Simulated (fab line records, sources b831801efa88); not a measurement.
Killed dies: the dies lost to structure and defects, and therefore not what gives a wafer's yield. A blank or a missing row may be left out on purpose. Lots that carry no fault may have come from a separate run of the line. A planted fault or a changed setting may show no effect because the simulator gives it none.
Which tool was responsible? ; flow sky130 ; 10 lots, 30 wafers sampled, at 5 steps of a route of 708

== WHAT THE GAUGES READ, wafer by wafer ==
SKY_CAPM_THK_MEAS_01.
lot;measured;on;CAPM_CVD_00_THK (nm)
L121;day 36 01:12;film metro-03;15.22 15.15 15.19
L122;day 36 03:07;film metro-02;15.51 15.52 15.73
L123;day 36 17:49;film metro-02;15.18 15.29 15.48
L130;day 39 18:10;film metro-02;15.22 15.33 15.32
L132;day 40 07:41;film metro-03;15.33 15.82 15.58
L134;day 40 11:55;film metro-04;15.30 15.35 15.54
L140;day 41 22:58;film metro-03;15.30 15.17 15.30
L141;day 42 11:46;film metro-02;15.55 18.23 18.65 15.50 18.30 18.68
L143;day 42 20:03;film metro-03;15.14 15.58 15.28
L144;day 43 02:43;film metro-02;15.17 15.23 15.10

SKY_CAPM_RS_MEAS_03: uses a four-point probe to measure.
lot;measured;on;CAPM_TIN_RS (ohm/sq)
L121;day 36 01:22;film metro-03;7.11 7.05 7.09
L122;day 36 03:17;film metro-03;6.93 6.85 6.88
L123;day 36 17:59;film metro-03;7.06 6.95 7.05
L130;day 39 18:21;film metro-04;6.81 6.87 6.85
L132;day 40 07:51;film metro-04;6.76 6.80 6.79
L134;day 40 12:05;film metro-03;6.94 6.90 6.93
L140;day 41 23:08;film metro-03;6.95 6.97 7.01
L141;day 42 16:47;film metro-03;7.03 7.00 7.04
L143;day 42 20:13;film metro-04;6.77 6.81 6.82
L144;day 43 02:53;film metro-04;6.90 6.97 6.93

== WHICH TOOL RAN EACH LOT (tool, then ch and the chambers of the sampled wafers, then the start) ==
lot;SKY_VIA2_CMP_24;SKY_METAL3_SPUTTER_02;SKY_CAPM_CVD_00
L121;cmp-02 ch 0,1,3, day 36 00:44;pvd sputter-04, day 36 01:05;pecvd-02 ch 0,1,2, day 36 01:11
L122;cmp-02 ch 0,1,3, day 36 02:38;pvd sputter-01, day 36 02:59;pecvd-03 ch 0,1, day 36 03:05
L123;cmp-02 ch 0,3, day 36 17:19;pvd sputter-04, day 36 17:40;pecvd-02 ch 0,1,2, day 36 17:46
L130;cmp-02 ch 1,3, day 39 17:43;pvd sputter-03, day 39 18:01;pecvd-01 ch 0,1, day 39 18:07
L132;cmp-01 ch 0,2,3, day 40 07:22;pvd sputter-03, day 40 07:33;pecvd-02 ch 0,1,2, day 40 07:40
L134;cmp-01 ch 0,1,2, day 40 11:31;pvd sputter-03, day 40 11:46;pecvd-01 ch 0,1, day 40 11:52
L140;cmp-02 ch 0,1,3, day 41 22:29;pvd sputter-01, day 41 22:50;pecvd-03 ch 0,1,2, day 41 22:56
L141;cmp-01 ch 1,2, day 42 11:17;pvd sputter-04, day 42 11:38;pecvd-03 ch 0,1, day 42 11:44
L143;cmp-01 ch 1,3, day 42 19:35;pvd sputter-01, day 42 19:56;pecvd-02 ch 0,2, day 42 20:02
L144;cmp-01 ch 1,2,3, day 43 02:14;pvd sputter-03, day 43 02:35;pecvd-02 ch 0,1,2, day 43 02:41
- SKY_VIA2_CMP_24: polishes, stops on SiO2, t overpolish 20 s, target thk 0 nm.
- SKY_METAL3_SPUTTER_02: material AlCu, target thk 735 nm, time 39.1 s.
- SKY_CAPM_CVD_00: deposits SiO2, target thk 15.5 nm.

== WHAT THE TOOLS THEMSELVES READ (means of the sampled wafers that have a number; where no wafer has one, the mark that the record gives instead) ==
SKY_VIA2_CMP_24.
lot;tool;head pressure psi (psi);motor current A (A);overpolish run s (s);time to endpoint s (s)
L121;cmp-02;3.500;9.9;19.994;98
L122;cmp-02;3.507;9.9;20.006;96
L123;cmp-02;3.497;10.0;19.989;100
L130;cmp-02;3.504;10.4;20.006;101
L132;cmp-01;3.504;10.4;19.998;94
L134;cmp-01;3.497;10.5;20.008;103
L140;cmp-02;3.490;10.1;19.990;104
L141;cmp-01;3.493;9.0;19.994;105
L143;cmp-01;3.503;10.1;20.001;104
L144;cmp-01;3.504;9.7;20.005;104

SKY_METAL3_SPUTTER_02.
lot;tool;throttle valve pct (%)
L121;pvd sputter-04;28.6
L122;pvd sputter-01;30.2
L123;pvd sputter-04;29.3
L130;pvd sputter-03;29.6
L132;pvd sputter-03;29.3
L134;pvd sputter-03;29.4
L140;pvd sputter-01;30.1
L141;pvd sputter-04;28.6
L143;pvd sputter-01;29.2
L144;pvd sputter-03;29.7

SKY_CAPM_CVD_00.
lot;tool;heater power w (W);susceptor temp C (C)
L121;pecvd-02;686;400.32
L122;pecvd-03;742;400.36
L123;pecvd-02;644;400.05
L130;pecvd-01;881;400.15
L132;pecvd-02;683;399.89
L134;pecvd-01;836;400.24
L140;pecvd-03;798;400.11
L141;pecvd-03;731;399.93
L143;pecvd-02;624;400.25
L144;pecvd-02;617;400.06

== THE ANSWER, worked out from the rows above alone ==
Rule: what is usual is taken from the lots themselves. Put in order of their means at a reading, lots are off if they are a third of the lots or fewer, leave a main group of 4 or more, and stand apart from it by a gap of 3 or more times the standard deviation of the main group's means; of several such gaps the widest counts. A main group whose means are all the same, to the digits that the tables above print for the reading, isn't used. Also off: a lot with no number at a reading for which 4 or more lots have one. Where the step has rows for the other lots, those lots are counted as sound. The gauges are gone through in route order, then the tools' own readings, and for those a lot's mean is taken as printed above. At the first step where some lot is off, the reading lying furthest off is the one used; lots without a number count as furthest.
Off: L141, at SKY_CAPM_THK_MEAS_01 (CAPM_CVD_00_THK). Main group: mean 15.35 nm, sd 0.14.
A tool fits if, at a process step before that reading, it ran every lot that is off, and no sound lot after the first of them. Those tools and the gauges at SKY_CAPM_THK_MEAS_01 are tried in the same way. Can't be told from this: 2 tools fit, pvd sputter-04 at SKY_METAL3_SPUTTER_02, pecvd-03 at SKY_CAPM_CVD_00.

== WHAT THE SIMULATOR HAD INSERTED ==
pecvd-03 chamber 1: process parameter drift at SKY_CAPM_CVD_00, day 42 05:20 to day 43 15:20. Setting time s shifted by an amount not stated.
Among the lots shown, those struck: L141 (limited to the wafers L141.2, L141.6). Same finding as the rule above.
